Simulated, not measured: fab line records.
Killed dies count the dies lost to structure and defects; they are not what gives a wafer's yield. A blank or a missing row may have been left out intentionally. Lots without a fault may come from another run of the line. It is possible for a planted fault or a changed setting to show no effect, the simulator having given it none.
Matching of chambers :: flow sky130 :: SKY_CONTACT_CMP_27 on cmp-01: 4 sister chambers
The step polishes, stops on SiO2, t overpolish 15 s, target thk 0 nm. 22 wafers are shown with their chamber, then 11 later ones without.

## WAFERS PAIRED WITH THEIR CHAMBERS
wafer: L075.1
chamber: 3
motor_current_A (A): 11.9
time_to_endpoint_s (s): 80
platen_rpm (rpm): 59.96

wafer: L075.3
chamber: 1
motor_current_A (A): 10.7
time_to_endpoint_s (s): 82
platen_rpm (rpm): 60.02

wafer: L075.6
chamber: 0
motor_current_A (A): 9.7
time_to_endpoint_s (s): 83
platen_rpm (rpm): 59.96

wafer: L078.1
chamber: 1
motor_current_A (A): 10.3
time_to_endpoint_s (s): 84
platen_rpm (rpm): 60.03

wafer: L078.2
chamber: 3
motor_current_A (A): 11.6
time_to_endpoint_s (s): 83
platen_rpm (rpm): 60.03

wafer: L078.6
chamber: 2
motor_current_A (A): 10.1
time_to_endpoint_s (s): 81
platen_rpm (rpm): 60.01

wafer: L079.1
chamber: 3
motor_current_A (A): 11.3
time_to_endpoint_s (s): 82
platen_rpm (rpm): 59.98

wafer: L079.4
chamber: 0
motor_current_A (A): 9.9
time_to_endpoint_s (s): 84
platen_rpm (rpm): 60.02

wafer: L079.6
chamber: 3
motor_current_A (A): 11.1
time_to_endpoint_s (s): 77
platen_rpm (rpm): 59.93

wafer: L080.1
chamber: 2
motor_current_A (A): 10.9
time_to_endpoint_s (s): 79
platen_rpm (rpm): 59.98

wafer: L080.3
chamber: 3
motor_current_A (A): 10.8
time_to_endpoint_s (s): 78
platen_rpm (rpm): 59.95

wafer: L080.5
chamber: 0
motor_current_A (A): 10.2
time_to_endpoint_s (s): 83
platen_rpm (rpm): 59.97

wafer: L081.1
chamber: 1
motor_current_A (A): 10.7
time_to_endpoint_s (s): 85
platen_rpm (rpm): 59.97

wafer: L081.4
chamber: 3
motor_current_A (A): 11.2
time_to_endpoint_s (s): 82
platen_rpm (rpm): 60.00

wafer: L081.5
chamber: 1
motor_current_A (A): 10.8
time_to_endpoint_s (s): 83
platen_rpm (rpm): 59.97

wafer: L083.1
chamber: 3
motor_current_A (A): 11.4
time_to_endpoint_s (s): 79
platen_rpm (rpm): 60.05

wafer: L083.3
chamber: 2
motor_current_A (A): 10.8
time_to_endpoint_s (s): 78
platen_rpm (rpm): 60.05

wafer: L083.5
chamber: 3
motor_current_A (A): 11.1
time_to_endpoint_s (s): 77
platen_rpm (rpm): 59.98

wafer: L084.1
chamber: 3
motor_current_A (A): 11.4
time_to_endpoint_s (s): 79
platen_rpm (rpm): 60.01

wafer: L084.4
chamber: 2
motor_current_A (A): 10.6
time_to_endpoint_s (s): 84
platen_rpm (rpm): 59.98

wafer: L084.6
chamber: 0
motor_current_A (A): 9.7
time_to_endpoint_s (s): 84
platen_rpm (rpm): 60.02

wafer: L090.2
chamber: 2
motor_current_A (A): 10.2
time_to_endpoint_s (s): 85
platen_rpm (rpm): 60.06

SIGNATURES (means of the wafers above)
reading: motor_current_A
chamber 0: 9.875
chamber 1: 10.625
chamber 2: 10.520
chamber 3: 11.311
scatter within a chamber: 0.301

reading: time_to_endpoint_s
chamber 0: 83.50
chamber 1: 83.50
chamber 2: 81.40
chamber 3: 79.67
scatter within a chamber: 2.15

reading: platen_rpm
chamber 0: 59.9925
chamber 1: 59.9975
chamber 2: 60.0160
chamber 3: 59.9878
scatter within a chamber: 0.0364
Rule: a wafer's distance from a chamber is the root of the sum, over the readings, of the square of ((its reading less the chamber's mean) divided by the reading's scatter). The wafer belongs to the nearest chamber; if the next one is less than 2 further off, it can't be placed. The scatter is the square root of a quotient: the sum, over the shown wafers, of each reading's squared deviation from its chamber's mean, divided by wafers minus chambers.

## WAFERS WITH NO CHAMBER GIVEN
wafer: L090.3
motor_current_A (A): 10.6
time_to_endpoint_s (s): 86
platen_rpm (rpm): 59.98

wafer: L090.5
motor_current_A (A): 11.1
time_to_endpoint_s (s): 82
platen_rpm (rpm): 59.98

wafer: L093.1
motor_current_A (A): 10.7
time_to_endpoint_s (s): 86
platen_rpm (rpm): 59.97

wafer: L093.2
motor_current_A (A): 9.4
time_to_endpoint_s (s): 88
platen_rpm (rpm): 60.02

wafer: L093.4
motor_current_A (A): 11.1
time_to_endpoint_s (s): 83
platen_rpm (rpm): 59.99

wafer: L094.2
motor_current_A (A): 10.4
time_to_endpoint_s (s): 88
platen_rpm (rpm): 59.97

wafer: L094.3
motor_current_A (A): 11.0
time_to_endpoint_s (s): 82
platen_rpm (rpm): 59.98

wafer: L094.6
motor_current_A (A): 9.7
time_to_endpoint_s (s): 86
platen_rpm (rpm): 60.02

wafer: L095.3
motor_current_A (A): 10.3
time_to_endpoint_s (s): 90
platen_rpm (rpm): 59.99

wafer: L095.4
motor_current_A (A): 10.8
time_to_endpoint_s (s): 87
platen_rpm (rpm): 59.99

wafer: L095.5
motor_current_A (A): 11.4
time_to_endpoint_s (s): 84
platen_rpm (rpm): 60.04

## EACH ONE'S CHAMBER
wafer: L090.3
from the rows above: can't be placed: 1 or 2 or 0
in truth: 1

wafer: L090.5
from the rows above: can't be placed: 3 or 1 or 2
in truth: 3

wafer: L093.1
from the rows above: can't be placed: 1 or 2 or 0
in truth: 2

wafer: L093.2
from the rows above: can't be placed: 0 or 1
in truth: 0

wafer: L093.4
from the rows above: can't be placed: 1 or 3 or 2
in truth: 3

wafer: L094.2
from the rows above: can't be placed: 1 or 0 or 2
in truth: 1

wafer: L094.3
from the rows above: can't be placed: 1 or 3 or 2
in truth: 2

wafer: L094.6
from the rows above: can't be placed: 0 or 1 or 2
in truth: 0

wafer: L095.3
from the rows above: can't be placed: 1 or 0 or 2
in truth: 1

wafer: L095.4
from the rows above: can't be placed: 1 or 2 or 0
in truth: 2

wafer: L095.5
from the rows above: can't be placed: 3 or 1 or 2
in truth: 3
Correctly placed: 0 of 11. Unplaceable from these rows: 11, with the true chamber sitting among the candidates in 11. Wrongly placed: 0.
